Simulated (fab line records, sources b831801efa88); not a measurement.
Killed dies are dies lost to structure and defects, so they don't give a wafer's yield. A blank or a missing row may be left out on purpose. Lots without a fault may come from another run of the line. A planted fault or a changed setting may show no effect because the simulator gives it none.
A sampling plan put to the test | flow gf180mcu | one fab line, 43 faults that these records tell of, each judged on the records of the lots that it struck
The plan is the line's own looks: the steps of the route at which a gauge or an inspection reads the wafer and doesn't change it. A look can be judged if struck wafers have a number there and the file gives its usual mean and standard deviation on fault-free wafers. Caught: at a look after the fault's first step, the mean of the struck wafers lies 4 or more of those standard deviations (sigma) from the usual mean. On the tool: the same test on the tool's own readings at the fault's steps. Another recipe on the struck wafers, or a record that is blank for them alone, also counts as caught.

THE FAULTS, as the simulator had put them in
1. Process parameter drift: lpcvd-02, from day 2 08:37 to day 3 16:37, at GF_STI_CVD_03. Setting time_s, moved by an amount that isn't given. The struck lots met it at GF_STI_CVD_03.
2. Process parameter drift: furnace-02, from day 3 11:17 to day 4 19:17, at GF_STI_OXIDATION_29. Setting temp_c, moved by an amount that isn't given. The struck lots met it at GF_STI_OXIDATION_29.
3. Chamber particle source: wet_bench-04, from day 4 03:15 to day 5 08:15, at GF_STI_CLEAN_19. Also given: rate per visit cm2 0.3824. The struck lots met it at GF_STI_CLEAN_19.
4. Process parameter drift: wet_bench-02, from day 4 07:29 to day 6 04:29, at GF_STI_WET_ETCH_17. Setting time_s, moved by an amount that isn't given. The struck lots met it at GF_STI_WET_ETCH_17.
5. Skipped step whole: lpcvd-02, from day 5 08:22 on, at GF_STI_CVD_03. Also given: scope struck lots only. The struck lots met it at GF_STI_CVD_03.
6. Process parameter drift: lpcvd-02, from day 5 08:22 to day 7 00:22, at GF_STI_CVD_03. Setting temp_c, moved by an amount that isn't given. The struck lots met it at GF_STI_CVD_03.
7. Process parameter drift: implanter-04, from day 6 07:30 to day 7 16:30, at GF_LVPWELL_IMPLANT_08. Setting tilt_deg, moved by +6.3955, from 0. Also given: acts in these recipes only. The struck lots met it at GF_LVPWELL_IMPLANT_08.
8. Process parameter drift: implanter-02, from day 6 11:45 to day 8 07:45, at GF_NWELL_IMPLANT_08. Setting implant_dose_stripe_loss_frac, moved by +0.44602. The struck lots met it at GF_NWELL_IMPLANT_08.
9. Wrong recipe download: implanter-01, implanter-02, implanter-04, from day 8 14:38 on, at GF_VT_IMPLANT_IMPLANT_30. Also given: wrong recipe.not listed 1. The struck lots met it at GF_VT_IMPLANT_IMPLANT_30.
10. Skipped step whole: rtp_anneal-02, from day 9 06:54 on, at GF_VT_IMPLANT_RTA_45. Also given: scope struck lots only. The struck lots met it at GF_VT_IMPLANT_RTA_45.
11. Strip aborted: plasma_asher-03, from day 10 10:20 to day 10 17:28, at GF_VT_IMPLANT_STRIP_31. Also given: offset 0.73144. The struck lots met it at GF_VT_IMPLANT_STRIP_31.
12. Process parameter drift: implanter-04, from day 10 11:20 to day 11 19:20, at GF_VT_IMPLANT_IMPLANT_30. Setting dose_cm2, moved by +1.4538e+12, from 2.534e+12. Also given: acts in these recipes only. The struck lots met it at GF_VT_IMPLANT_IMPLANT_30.
13. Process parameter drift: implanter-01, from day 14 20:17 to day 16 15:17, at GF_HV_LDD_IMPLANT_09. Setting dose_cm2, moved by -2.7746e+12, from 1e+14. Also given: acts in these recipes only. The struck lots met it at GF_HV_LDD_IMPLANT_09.
14. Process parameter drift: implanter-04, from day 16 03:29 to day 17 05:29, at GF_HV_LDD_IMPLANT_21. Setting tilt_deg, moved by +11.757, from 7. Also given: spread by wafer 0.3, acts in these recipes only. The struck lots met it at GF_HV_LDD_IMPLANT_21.
15. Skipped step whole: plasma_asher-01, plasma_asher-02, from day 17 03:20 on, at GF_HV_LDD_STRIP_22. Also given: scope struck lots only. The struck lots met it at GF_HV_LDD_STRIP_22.
16. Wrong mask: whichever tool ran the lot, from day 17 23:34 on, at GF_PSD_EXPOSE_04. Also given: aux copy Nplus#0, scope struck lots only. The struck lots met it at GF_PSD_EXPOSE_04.
17. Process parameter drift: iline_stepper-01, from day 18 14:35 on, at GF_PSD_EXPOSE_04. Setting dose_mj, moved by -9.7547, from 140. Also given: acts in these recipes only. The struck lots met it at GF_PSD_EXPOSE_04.
18. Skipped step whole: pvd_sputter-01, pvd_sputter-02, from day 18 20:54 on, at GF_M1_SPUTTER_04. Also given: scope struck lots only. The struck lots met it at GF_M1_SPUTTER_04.
19. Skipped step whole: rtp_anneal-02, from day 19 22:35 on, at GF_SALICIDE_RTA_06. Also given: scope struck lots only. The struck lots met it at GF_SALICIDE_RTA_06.
20. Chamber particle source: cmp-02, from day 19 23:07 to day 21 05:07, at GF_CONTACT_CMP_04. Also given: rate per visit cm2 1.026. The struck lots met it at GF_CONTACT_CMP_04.
21. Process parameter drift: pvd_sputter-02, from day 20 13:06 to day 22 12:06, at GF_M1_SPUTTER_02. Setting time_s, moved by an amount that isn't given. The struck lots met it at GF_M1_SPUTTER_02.
22. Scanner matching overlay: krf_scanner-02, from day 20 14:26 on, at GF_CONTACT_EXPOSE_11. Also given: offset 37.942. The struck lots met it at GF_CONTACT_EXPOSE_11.
23. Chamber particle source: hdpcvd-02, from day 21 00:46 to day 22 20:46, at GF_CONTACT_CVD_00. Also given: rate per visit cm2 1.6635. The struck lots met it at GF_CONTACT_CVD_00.
24. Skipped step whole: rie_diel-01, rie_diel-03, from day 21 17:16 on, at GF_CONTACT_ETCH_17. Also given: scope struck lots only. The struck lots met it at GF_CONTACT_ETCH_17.
25. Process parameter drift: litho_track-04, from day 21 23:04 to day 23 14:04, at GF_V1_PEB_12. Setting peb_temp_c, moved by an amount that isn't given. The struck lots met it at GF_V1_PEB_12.
26. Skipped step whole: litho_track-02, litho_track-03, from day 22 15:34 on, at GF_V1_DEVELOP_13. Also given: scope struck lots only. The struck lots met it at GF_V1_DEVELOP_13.
27. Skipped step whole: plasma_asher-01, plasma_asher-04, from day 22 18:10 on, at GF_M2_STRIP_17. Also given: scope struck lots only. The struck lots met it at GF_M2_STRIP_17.
28. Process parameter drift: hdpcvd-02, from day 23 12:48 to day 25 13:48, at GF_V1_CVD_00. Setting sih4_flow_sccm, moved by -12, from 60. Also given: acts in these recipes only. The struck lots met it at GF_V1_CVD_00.
29. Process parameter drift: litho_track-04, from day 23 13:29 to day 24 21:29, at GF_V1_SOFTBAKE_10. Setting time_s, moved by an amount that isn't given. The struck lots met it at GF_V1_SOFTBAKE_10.
30. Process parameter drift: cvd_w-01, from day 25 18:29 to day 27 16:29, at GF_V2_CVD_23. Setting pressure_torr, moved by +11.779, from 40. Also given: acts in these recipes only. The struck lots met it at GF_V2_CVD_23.
31. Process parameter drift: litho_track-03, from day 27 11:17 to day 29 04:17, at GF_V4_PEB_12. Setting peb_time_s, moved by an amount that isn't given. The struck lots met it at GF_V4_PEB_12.
32. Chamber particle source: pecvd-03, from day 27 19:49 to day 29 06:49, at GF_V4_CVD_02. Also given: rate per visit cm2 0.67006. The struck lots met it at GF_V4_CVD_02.
33. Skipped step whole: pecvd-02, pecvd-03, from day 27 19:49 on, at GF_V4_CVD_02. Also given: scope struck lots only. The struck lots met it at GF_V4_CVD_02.
34. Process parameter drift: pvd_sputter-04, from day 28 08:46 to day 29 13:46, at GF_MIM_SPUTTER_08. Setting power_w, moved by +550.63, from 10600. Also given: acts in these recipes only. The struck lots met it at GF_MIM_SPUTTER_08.
35. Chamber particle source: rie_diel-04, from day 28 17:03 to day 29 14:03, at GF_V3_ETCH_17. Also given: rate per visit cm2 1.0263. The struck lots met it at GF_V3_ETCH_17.
36. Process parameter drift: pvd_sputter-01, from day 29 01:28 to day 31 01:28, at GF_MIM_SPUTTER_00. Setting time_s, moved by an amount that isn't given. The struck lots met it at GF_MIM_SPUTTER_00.
37. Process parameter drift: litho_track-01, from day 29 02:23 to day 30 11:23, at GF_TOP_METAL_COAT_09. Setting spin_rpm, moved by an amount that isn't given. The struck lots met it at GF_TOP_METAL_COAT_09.
38. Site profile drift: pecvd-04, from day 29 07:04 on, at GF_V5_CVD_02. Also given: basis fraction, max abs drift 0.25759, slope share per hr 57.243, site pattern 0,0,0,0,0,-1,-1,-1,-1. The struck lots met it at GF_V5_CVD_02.
39. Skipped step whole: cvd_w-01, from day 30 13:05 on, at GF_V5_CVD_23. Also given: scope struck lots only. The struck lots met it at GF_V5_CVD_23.
40. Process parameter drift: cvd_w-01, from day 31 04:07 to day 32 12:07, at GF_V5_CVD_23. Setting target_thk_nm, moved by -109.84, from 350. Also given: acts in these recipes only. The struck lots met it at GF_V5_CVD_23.
41. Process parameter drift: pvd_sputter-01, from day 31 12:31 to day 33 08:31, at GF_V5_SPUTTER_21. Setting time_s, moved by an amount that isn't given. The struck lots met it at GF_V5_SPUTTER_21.
42. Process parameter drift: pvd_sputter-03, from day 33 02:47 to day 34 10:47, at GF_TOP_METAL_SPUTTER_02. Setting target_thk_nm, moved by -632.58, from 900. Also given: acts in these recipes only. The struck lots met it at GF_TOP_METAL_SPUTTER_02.
43. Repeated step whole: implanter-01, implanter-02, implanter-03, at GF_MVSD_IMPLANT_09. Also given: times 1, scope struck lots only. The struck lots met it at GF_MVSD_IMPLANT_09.

WHAT THE PLAN SAW
fault | on the tool itself                               | first look that catches it                      | reading, sigma                                        | median hours from its first step to that look | hours from the fault's start to the first struck lot there | judged looks passed uncaught
1     | no reading that can be judged                    | not the one look that can be judged after it    | strongest: STI_CVD_03_THK at GF_STI_THK_MEAS_04, -3.2 | -                                             | -                                                          | 1
2     | tube_center_temp_C -99 or beyond sigma           | GF_STI_THK_MEAS_30                              | STI_OXIDATION_02_THK -38                              | 1.4                                           | 4                                                          | 0
3     | no reading that can be judged                    | no look after it can be judged                  | -                                                     | -                                             | -                                                          | 0
4     | run_length_s +99 or beyond sigma                 | none of the 2 looks that can be judged after it | -                                                     | -                                             | -                                                          | 2
5     | the tool's record is blank for the struck wafers | no look after it can be judged                  | -                                                     | -                                             | -                                                          | 0
6     | susceptor_temp_C -53 sigma                       | GF_STI_THK_MEAS_04                              | STI_CVD_03_THK -25                                    | 2.0                                           | 4                                                          | 0
7     | tilt_deg +99 or beyond sigma                     | GF_LVPWELL_TW_MEAS_11                           | LVPWELL_TW +5.4                                       | 0.4                                           | 8                                                          | 0
8     | under 2 sigma                                    | GF_NWELL_TW_MEAS_11                             | NWELL_TW -6.8                                         | 0.4                                           | 22                                                         | 0
9     | no reading that can be judged                    | GF_VT_IMPLANT_TW_MEAS_32                        | VT_IMPLANT_3_TW +51                                   | 0.2                                           | 2                                                          | 0
10    | the tool's record is blank for the struck wafers | GF_VT_IMPLANT_RS_MEAS_46                        | MVSD_RS -99 or beyond                                 | 0.1                                           | 1                                                          | 0
11    | oes_product_au +46 sigma                         | GF_VT_IMPLANT_TW_MEAS_43                        | VT_IMPLANT_4_TW -66                                   | 18.6                                          | 26                                                         | 0
12    | dose_ions_cm2 +99 or beyond sigma                | GF_VT_IMPLANT_TW_MEAS_32                        | VT_IMPLANT_3_TW +13                                   | 0.2                                           | 8                                                          | 0
13    | dose_ions_cm2 -20 sigma                          | GF_HV_LDD_RS_MEAS_53                            | HV_LDD_RS +4.3                                        | 69.7                                          | 81                                                         | 1
14    | under 2 sigma                                    | none of the 7 looks that can be judged after it | -                                                     | -                                             | -                                                          | 7
15    | the tool's record is blank for the struck wafers | GF_HV_LDD_TW_MEAS_38                            | HV_LDD_3_TW -70                                       | 23.9                                          | 26                                                         | 0
16    | no reading that can be judged                    | GF_PSD_TW_MEAS_11                               | PSD_TW -85                                            | 11.9                                          | 14                                                         | 0
17    | exposure_dose_mJ_cm2 -61 sigma                   | GF_PSD_CD_MEAS_07                               | cd_nm -9.1                                            | 11.4                                          | 28                                                         | 0
18    | the tool's record is blank for the struck wafers | GF_M1_THK_MEAS_06                               | M1_ALCU_THK +9.6                                      | 0.2                                           | 7                                                          | 0
19    | the tool's record is blank for the struck wafers | no look after it can be judged                  | -                                                     | -                                             | -                                                          | 0
20    | under 2 sigma                                    | no look after it can be judged                  | -                                                     | -                                             | -                                                          | 0
21    | under 2 sigma                                    | none of the 2 looks that can be judged after it | strongest: M1_ALCU_RS at GF_M1_RS_MEAS_05, -3.0       | -                                             | -                                                          | 2
22    | no reading that can be judged                    | GF_CONTACT_OVL_MEAS_15                          | CONTACT_OVL +7.7                                      | 11.6                                          | 23                                                         | 0
23    | no reading that can be judged                    | no look after it can be judged                  | -                                                     | -                                             | -                                                          | 0
24    | the tool's record is blank for the struck wafers | no look after it can be judged                  | -                                                     | -                                             | -                                                          | 0
25    | heater_power_total_W +8.9 sigma                  | not the one look that can be judged after it    | strongest: cd_nm at GF_V1_CD_MEAS_14, +2.4            | -                                             | -                                                          | 1
26    | no reading that can be judged                    | no look after it can be judged                  | -                                                     | -                                             | -                                                          | 0
27    | no reading that can be judged                    | no look after it can be judged                  | -                                                     | -                                             | -                                                          | 0
28    | sih4_flow_sccm -66 sigma                         | GF_V1_THK_MEAS_01                               | V1_CVD_00_THK -17                                     | 0.1                                           | 7                                                          | 0
29    | heater_power_total_W +99 or beyond sigma         | GF_V1_CD_MEAS_14                                | cd_nm -4.8                                            | 11.0                                          | 14                                                         | 0
30    | chamber_pressure_Torr +99 or beyond sigma        | GF_V2_RS_MEAS_24                                | V2_W_RS -6.1                                          | 0.1                                           | 8                                                          | 0
31    | heater_power_total_W +99 or beyond sigma         | GF_V4_CD_MEAS_14                                | cd_nm -9.0                                            | 0.3                                           | 20                                                         | 0
32    | under 2 sigma                                    | no look after it can be judged                  | -                                                     | -                                             | -                                                          | 0
33    | the tool's record is blank for the struck wafers | none of the 3 looks that can be judged after it | -                                                     | -                                             | -                                                          | 3
34    | cathode_dc_power_W +99 or beyond sigma           | GF_MIM_RS_MEAS_10                               | MIM_ALCU_RS -6.9                                      | 0.1                                           | 2                                                          | 0
35    | under 2 sigma                                    | no look after it can be judged                  | -                                                     | -                                             | -                                                          | 0
36    | under 2 sigma                                    | no look after it can be judged                  | -                                                     | -                                             | -                                                          | 0
37    | spin_speed_rpm +99 or beyond sigma               | no look after it can be judged                  | -                                                     | -                                             | -                                                          | 0
38    | under 2 sigma                                    | GF_V5_THK_MEAS_03                               | V5_CVD_02_THK -9.1                                    | 0.1                                           | 5                                                          | 0
39    | the tool's record is blank for the struck wafers | GF_V5_RS_MEAS_24                                | V5_W_RS +99 or beyond                                 | 0.1                                           | 5                                                          | 0
40    | under 2 sigma                                    | GF_V5_RS_MEAS_24                                | V5_W_RS +30                                           | 0.1                                           | 7                                                          | 0
41    | under 2 sigma                                    | no look after it can be judged                  | -                                                     | -                                             | -                                                          | 0
42    | under 2 sigma                                    | GF_TOP_METAL_RS_MEAS_05                         | TOP_METAL_ALCU_RS +99 or beyond                       | 0.1                                           | 4                                                          | 0
43    | under 2 sigma                                    | GF_VT_IMPLANT_RS_MEAS_46                        | MVSD_RS -59                                           | 77.7                                          | -                                                          | 1
A dash: the fault isn't caught, or these records don't give the number.

Caught at a look: 24 of 43. Caught on the tool: 23 of 43. By one or the other: 31 of 43.
Caught on the tool alone: faults 4, 5, 19, 24, 25, 33, 37.
Caught at a look alone: faults 8, 9, 16, 22, 38, 40, 42, 43.
Caught by neither: faults 1, 3, 14, 20, 21, 23, 26, 27, 32, 35, 36, 41.

THINNER SAMPLING
If the look that catches a fault measured only every second or every third lot, by lot number, the first struck lot would be measured this late in the worst case:
fault | struck lots at that look, in order of time | every lot | every second lot | every third lot
2     | L117, L120                                 | 4 h       | 19 h             | may miss all 2
6     | L138, L139                                 | 4 h       | 9 h              | may miss all 2
7     | L595, L596, L597                           | 8 h       | 12 h             | 22 h
8     | L971, L972                                 | 22 h      | 28 h             | may miss all 2
9     | L149, L150, L151, L152                     | 2 h       | 9 h              | 16 h
10    | L702, L703                                 | 1 h       | 10 h             | may miss all 2
11    | L563                                       | 26 h      | may miss it      | may miss it
12    | L414, L415, L417                           | 8 h       | 14 h             | may miss all 3
13    | L868, L869                                 | 81 h      | 91 h             | may miss all 2
15    | L258, L259                                 | 26 h      | 35 h             | may miss all 2
16    | L191                                       | 14 h      | may miss it      | may miss it
17    | L722, L726, L728                           | 28 h      | may miss all 3   | may miss all 3
18    | L674, L675, L676                           | 7 h       | 14 h             | 24 h
22    | L920, L921, L923                           | 23 h      | 30 h             | may miss all 3
28    | L621, L625                                 | 7 h       | may miss all 2   | may miss all 2
29    | L636, L639                                 | 14 h      | 37 h             | may miss all 2
30    | L412, L414                                 | 8 h       | may miss all 2   | may miss all 2
31    | L878, L879                                 | 20 h      | 22 h             | may miss all 2
34    | L221, L223                                 | 2 h       | may miss all 2   | may miss all 2
38    | L489, L491                                 | 5 h       | may miss all 2   | may miss all 2
39    | L695, L696                                 | 5 h       | 8 h              | may miss all 2
40    | L407, L409                                 | 7 h       | may miss all 2   | may miss all 2
42    | L499, L500                                 | 4 h       | 10 h             | may miss all 2
Hours are from the fault's start to the first struck lot that is measured. The limit of 4 sigma was tested on all struck wafers together, so one lot alone may lie under it. Other struck lots may not be in these records.

THE LONGEST TIMED WAY FROM STEP TO LOOK
Fault 43: a median of 77.7 hours passes between GF_MVSD_IMPLANT_09 and GF_VT_IMPLANT_RS_MEAS_46. The look between them that can be judged stayed within 4 sigma: GF_MVSD_TW_MEAS_11.
